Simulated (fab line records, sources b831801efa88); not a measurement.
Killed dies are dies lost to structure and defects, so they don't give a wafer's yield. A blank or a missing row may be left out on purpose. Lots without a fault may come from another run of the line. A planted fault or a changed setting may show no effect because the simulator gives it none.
One fault seen from 2 desks | flow sky130 | each desk has only its own numbers; what lay behind them comes last

THE TOOL OWNER'S DESK: rie_metal-03
The tool's own readings at SKY_CAP2M_METAL_ETCH_13 (etches TiN in Cl2/BCl3, stops on SiO2, target depth 220 nm, time 62.9 s): means of the sampled wafers that have a number, for each lot that ran on this tool. A lot is out of limits, marked OUT, if its mean lies more than 4 standard deviations from the usual mean; the brackets give that distance.
Columns: A = bcl3_flow_sccm at SKY_CAP2M_METAL_ETCH_13, usual 30.00 sccm; B = drypump_motor_current_A at SKY_CAP2M_METAL_ETCH_13, usual 5.6 A; C = mfc_cl2_sccm at SKY_CAP2M_METAL_ETCH_13, usual 60.01 sccm; D = oes_product_au at SKY_CAP2M_METAL_ETCH_13, usual 0.942 a.u.; E = throttle_valve_pct at SKY_CAP2M_METAL_ETCH_13, usual 21.899 %
lot  | first seen here | A     | B   | C     | D     | E
L629 | day 42 06:56    | 30.05 | 5.4 | 59.91 | 0.941 | 21.897
L632 | day 43 02:28    | 29.99 | 5.3 | 60.02 | 0.943 | 21.901
L635 | day 43 04:55    | 29.95 | 5.4 | 59.92 | 0.946 | 21.899
L638 | day 44 03:00    | 30.10 | 5.5 | 60.10 | 0.950 | 21.901
L639 | day 44 13:10    | 29.96 | 5.5 | 59.95 | 0.933 | 21.909
L640 | day 44 20:14    | 30.05 | 5.3 | 59.89 | 0.942 | 21.896
L642 | day 45 01:39    | 29.98 | 5.5 | 59.97 | 0.939 | 21.896
L645 | day 46 07:25    | 30.02 | 5.5 | 60.21 | 0.949 | 21.895
This desk's finding: nothing out of limits on any of the 8 lots.

THE METROLOGY DESK
What the gauges read, lot by lot, whatever tool the lot ran on: means of the sampled wafers that have a number. A lot is out of limits, marked OUT, if its mean lies more than 4 standard deviations from the usual mean; the brackets give that distance.
Columns: A = PASSIVATION_CVD_00_THK at SKY_PASSIVATION_THK_MEAS_01, usual 89.7 nm; B = PASSIVATION_CVD_02_THK at SKY_PASSIVATION_THK_MEAS_03, usual 539 nm
lot  | first seen here | A    | B
L626 | day 43 09:11    | 89.5 | 541
L628 | day 44 23:22    | 89.6 | 537
L629 | day 45 05:09    | 89.4 | 537
L631 | day 45 21:32    | 90.8 | 538
L633 | day 45 21:53    | 90.2 | 544
L632 | day 46 00:02    | 89.9 | 543
L635 | day 46 02:02    | 88.9 | 536
L638 | day 46 22:59    | 90.8 | 547
L639 | day 47 08:16    | 89.4 | 548
L640 | day 47 14:41    | 89.1 | 544
L642 | day 47 19:50    | 89.4 | 539
L645 | day 49 00:23    | 90.5 | 534
This desk's finding: nothing out of limits on any of the 12 lots.

PUT TOGETHER
The tool owner's desk saw nothing out of limits.
The metrology desk saw nothing out of limits.

WHAT THE SIMULATOR HAD PUT IN
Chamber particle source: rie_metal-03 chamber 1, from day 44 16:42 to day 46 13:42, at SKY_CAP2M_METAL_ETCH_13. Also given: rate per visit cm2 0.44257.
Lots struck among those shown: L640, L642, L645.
